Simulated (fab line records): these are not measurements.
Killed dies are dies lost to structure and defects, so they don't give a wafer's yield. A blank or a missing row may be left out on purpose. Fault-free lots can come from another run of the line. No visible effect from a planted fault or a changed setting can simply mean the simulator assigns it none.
Struck lot and sound lot, side by side	flow gf180mcu	17 steps out of a route of 602
Sound: wafers L933.2, L933.3, L933.6. Struck: wafer L938.5; the same lot's L938.1 was not struck, so it is left out; see the end for the cause.
Each step with rows lists, per side, the tool, then ch with its chambers, then its first start. Under that, the readings that differ: sound wafers	struck wafers	difference of the means	sigmas: that difference in standard deviations of wafers without a fault.
alike: words and numbers the same on both sides, and readings whose means are apart by under 2 such deviations; not compared: readings that were withheld, readings missing a value for some wafer, numbers with overlapping values and no deviation given by the record, and bounds like >300 which may hide the same value.
Wherever a step has rows on one side only, a row that says differs or no value, or a row with sigmas, the two part there. Numbers that have no deviation but don't overlap get no sigmas and don't part them. A reading missing from all wafers of one side parts the sides only when that side holds two or more wafers.

first, 1 step without rows for these wafers: GF_STI_OXIDATION_01 (stabilise 600 s, purge 300 s, target thk 10 nm).
GF_STI_THK_MEAS_02:
  sound: film_metro-01 at day 1 22:26; struck: film_metro-03 at day 2 23:13
  alike: STI_OXIDATION_THK
then, 1 step without rows for these wafers: GF_STI_CVD_03 (deposits Si3N4 from DCS/NH3, target thk 207.16 nm, time 3551 s).
GF_STI_THK_MEAS_04:
  sound: film_metro-04 at day 2 01:29; struck: film_metro-01 at day 3 01:16
  alike: STI_CVD_03_THK
then, 7 steps without rows for these wafers: GF_STI_DEHYDRATE_05 (time 60 s); GF_STI_HMDS_06 (prime time 60 s); GF_STI_COAT_07 (resist thk 700 nm); GF_STI_SOFTBAKE_08 (time 60 s); GF_STI_EXPOSE_09 (exposes mask COMP, target cd 220 nm); GF_STI_PEB_10 (peb time 90 s); GF_STI_DEVELOP_11 (develop time 60 s).
GF_STI_CD_MEAS_12: target cd 220 nm.
  sound: cd_sem-02 at day 2 13:43; struck: cd_sem-02 at day 3 14:06
  alike: cd_nm
GF_STI_ETCH_13: etches the open film in CHF3/O2, stops on Si, target depth 282.31 nm, time 112.9 s.
  sound on rie_diel-04 ch 1,3, day 2 13:49; struck on rie_diel-04 ch 1, day 3 14:13
reading	sound	struck	difference	sigmas
oes_product_au (a.u.)	0.830 0.831 0.823	0.739	-0.089	-13
throttle_valve_pct (%)	8.812 8.806 8.817	8.784	-0.028	-3
model.KrF_of_STI_COAT_07.thk_nm (nm)	444.3 434.8 444.3	543.9	+102.8	
model.etch.depth_nm (nm)	205.7 205.9 205.6	162.6	-43.1	
  alike: chf3_flow_sccm, drypump_motor_current_A
  not compared: rf_hours_counter_h
GF_STI_ETCH_14: etches Si in HBr/Cl2/O2, target depth 360 nm, time 102.9 s.
  sound on rie_si-01 ch 1,3, day 2 13:54; struck on rie_si-02 ch 1, day 3 14:18
reading	sound	struck	difference	sigmas
drypump_motor_current_A (A)	5.3 4.9 5.3	6.5	+1.3	+2
oes_product_au (a.u.)	0.979 0.986 0.975	0.352	-0.628	-39
throttle_valve_pct (%)	25.676 25.654 25.655	26.100	+0.438	+34
model.KrF_of_STI_COAT_07.thk_nm (nm)	328.1 316.9 328.1	429.1	+104.7	
  not compared: rf_hours_counter_h
GF_STI_STRIP_15: strips in O2/N2.
  sound on plasma_asher-04 ch 0,1, day 2 13:58; struck on plasma_asher-02 ch 0, day 3 14:22
reading	sound	struck	difference	sigmas
oes_product_au (a.u.)	0.379 0.382 0.392	0.433	+0.049	+9
strip_time_to_endpoint_s (s)	3.83 3.69 3.82	4.87	+1.09	+17
  alike: drypump_motor_current_A, heater_power_w, o2_flow_sccm
  not compared: rf_hours_counter_h
then, 1 step without rows for these wafers: GF_STI_CLEAN_16 (cleans in dHF, time 25 s).
GF_PASSIVATION_PROBE_99:
  the record holds rows for the sound wafers here (prober-01, day 29 23:57) but none for the struck ones

## WHERE THEY PART
Earliest at GF_STI_ETCH_13; latest, in this record, at GF_PASSIVATION_PROBE_99.

WHY: whatever the simulator had introduced
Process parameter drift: rie_diel-04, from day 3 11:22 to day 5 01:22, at GF_STI_ETCH_13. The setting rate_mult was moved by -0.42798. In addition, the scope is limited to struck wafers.
